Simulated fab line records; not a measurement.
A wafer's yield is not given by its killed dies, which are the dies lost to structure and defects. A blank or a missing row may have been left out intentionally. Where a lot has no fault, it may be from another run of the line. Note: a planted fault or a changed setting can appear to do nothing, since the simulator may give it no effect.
Which tool did it? ; flow gf180mcu ; Sampling: 14 lots, 42 wafers, 5 of 602 route steps

WHAT THE GAUGES READ, wafer by wafer
GF_VT_IMPLANT_TW_MEAS_32.
lot;measured;on;VT_IMPLANT_3_TW
L496;day 6 21:08;film_metro-01;267.6 265.6 266.9
L497;day 7 02:48;film_metro-03;269.5 268.2 268.9
L499;day 7 17:24;film_metro-01;267.0 266.6 267.8
L500;day 7 23:05;film_metro-01;267.8 267.1 268.8
L501;day 8 03:04;film_metro-03;311.0 311.7 311.0
L502;day 8 12:13;film_metro-02;313.0 310.3 312.6
L504;day 8 22:11;film_metro-02;311.8 313.6 310.4
L506;day 9 13:11;film_metro-03;269.7 268.3 269.9
L512;day 11 05:00;film_metro-01;267.7 268.8 267.0
L513;day 11 12:11;film_metro-03;268.2 267.6 269.5
L514;day 11 16:47;film_metro-01;267.6 267.5 267.6
L515;day 12 00:42;film_metro-01;265.5 267.6 267.8
L516;day 12 09:21;film_metro-03;268.7 270.8 268.9
L517;day 12 15:59;film_metro-01;267.0 266.3 266.5

GF_M3_THK_MEAS_06: measures by xrf.
lot;measured;on;M3_ALCU_THK (nm)
L496;day 20 05:52;film_metro-03;454 457 448
L497;day 20 13:33;film_metro-02;441 445 443
L499;day 21 11:19;film_metro-01;444 445 444
L500;day 21 17:24;film_metro-02;451 450 454
L501;day 22 00:10;film_metro-03;448 450 451
L502;day 22 14:38;film_metro-01;445 438 446
L504;day 23 03:24;film_metro-03;450 443 446
L506;day 23 21:49;film_metro-02;438 440 439
L512;day 26 01:56;film_metro-02;444 440 441
L513;day 26 06:52;film_metro-03;456 446 452
L514;day 26 15:59;film_metro-03;452 454 453
L515;day 26 23:38;film_metro-03;446 443 446
L516;day 27 10:01;film_metro-03;455 446 449
L517;day 27 14:58;film_metro-03;444 442 446

GF_M4_THK_MEAS_06: measures by xrf.
lot;measured;on;M4_ALCU_THK (nm)
L496;day 22 08:27;film_metro-02;447 446 445
L497;day 22 16:25;film_metro-04;455 447 452
L499;day 23 13:13;film_metro-02;442 444 441
L500;day 23 18:57;film_metro-04;443 445 442
L501;day 24 01:55;film_metro-01;451 449 448
L502;day 24 15:17;film_metro-04;445 443 442
L504;day 25 04:04;film_metro-01;452 454 454
L506;day 25 21:27;film_metro-04;457 459 453
L512;day 27 21:14;film_metro-04;450 445 445
L513;day 28 02:02;film_metro-02;445 447 445
L514;day 28 11:30;film_metro-04;448 453 449
L515;day 28 17:31;film_metro-04;452 449 444
L516;day 29 03:37;film_metro-01;439 440 437
L517;day 29 08:36;film_metro-01;443 447 446

TOOL THAT RAN EACH LOT (tool first, then ch and the chambers of the sampled wafers, then the start)
lot;GF_VT_IMPLANT_IMPLANT_30;GF_M3_SPUTTER_02
L496;implanter-03 ch 0, day 6 20:53;pvd_sputter-02, day 20 05:39
L497;implanter-02 ch 0, day 7 02:34;pvd_sputter-01, day 20 13:20
L499;implanter-01 ch 0, day 7 17:10;pvd_sputter-01, day 21 11:05
L500;implanter-01 ch 0, day 7 22:50;pvd_sputter-02, day 21 17:11
L501;implanter-01 ch 0, day 8 02:50;pvd_sputter-03, day 21 23:56
L502;implanter-01 ch 0, day 8 12:01;pvd_sputter-02, day 22 14:23
L504;implanter-01 ch 0, day 8 21:56;pvd_sputter-01, day 23 03:11
L506;implanter-02 ch 0, day 9 12:56;pvd_sputter-03, day 23 21:31
L512;implanter-03 ch 0, day 11 04:46;pvd_sputter-02, day 26 01:43
L513;implanter-01 ch 0, day 11 11:56;pvd_sputter-02, day 26 06:39
L514;implanter-01 ch 0, day 11 16:32;pvd_sputter-03, day 26 15:41
L515;implanter-02 ch 0, day 12 00:28;pvd_sputter-02, day 26 23:25
L516;implanter-03 ch 0, day 12 09:07;pvd_sputter-01, day 27 09:47
L517;implanter-03 ch 0, day 12 15:44;pvd_sputter-03, day 27 14:40
- GF_VT_IMPLANT_IMPLANT_30
- GF_M3_SPUTTER_02: material AlCu, target thk 450 nm, time 23.9 s.

WHAT THE TOOLS THEMSELVES READ (means of the sampled wafers that have a number; where no wafer has one, the mark that the record gives instead)
GF_VT_IMPLANT_IMPLANT_30.
lot;tool;dose_ions_cm2;faraday_current_uA
L496;implanter-03;2.5357e+12;14.14
L497;implanter-02;2.5337e+12;14.12
L499;implanter-01;2.5342e+12;14.14
L500;implanter-01;2.5324e+12;14.38
L501;implanter-01;4.0855e+12;23.22
L502;implanter-01;4.0877e+12;22.62
L504;implanter-01;4.0819e+12;22.88
L506;implanter-02;2.5359e+12;13.86
L512;implanter-03;2.5325e+12;14.23
L513;implanter-01;2.5372e+12;14.11
L514;implanter-01;2.5337e+12;14.45
L515;implanter-02;2.5313e+12;14.40
L516;implanter-03;2.5341e+12;14.40
L517;implanter-03;2.5306e+12;14.24

GF_M3_SPUTTER_02.
lot;tool;throttle_valve_pct (%)
L496;pvd_sputter-02;29.8
L497;pvd_sputter-01;29.8
L499;pvd_sputter-01;30.8
L500;pvd_sputter-02;28.9
L501;pvd_sputter-03;30.7
L502;pvd_sputter-02;29.7
L504;pvd_sputter-01;30.1
L506;pvd_sputter-03;29.7
L512;pvd_sputter-02;29.5
L513;pvd_sputter-02;29.7
L514;pvd_sputter-03;29.7
L515;pvd_sputter-02;29.1
L516;pvd_sputter-01;29.9
L517;pvd_sputter-03;29.0

THE ANSWER, worked out from the rows above alone
Rule: usual is defined by the lots themselves. The widest of any qualifying gaps counts: lots, ordered by their means at a reading, are off when they make up no more than a third of the lots, leave a main group of 4 or more, and stand apart from it by 3 or more times the standard deviation of that group's means. A main group is skipped when, at the precision printed for the reading in the tables above, its means are all equal. A lot without any number at a reading at which 4 lots or more have one is off too. Any other lot the step has rows for is counted as sound. After the gauges, taken in route order, come the tools' own readings; for these a lot's mean is taken, as printed above. At the first step where some lot is off, the reading lying furthest off is the one used; lots without a number count as furthest.
Off: L501, L502, L504, seen at GF_VT_IMPLANT_TW_MEAS_32 (VT_IMPLANT_3_TW). The main group: mean 267.9, standard deviation 0.97.
If a tool, at a process step before that reading, ran all the lots that are off and no sound lot after the first of them, it fits. The gauges at GF_VT_IMPLANT_TW_MEAS_32 aren't tried: what is off there is off at GF_VT_IMPLANT_IMPLANT_30 too, on other tools, and a gauge's error can't cause that. Of those tried, none fits.

WHAT THE SIMULATOR HAD PUT IN
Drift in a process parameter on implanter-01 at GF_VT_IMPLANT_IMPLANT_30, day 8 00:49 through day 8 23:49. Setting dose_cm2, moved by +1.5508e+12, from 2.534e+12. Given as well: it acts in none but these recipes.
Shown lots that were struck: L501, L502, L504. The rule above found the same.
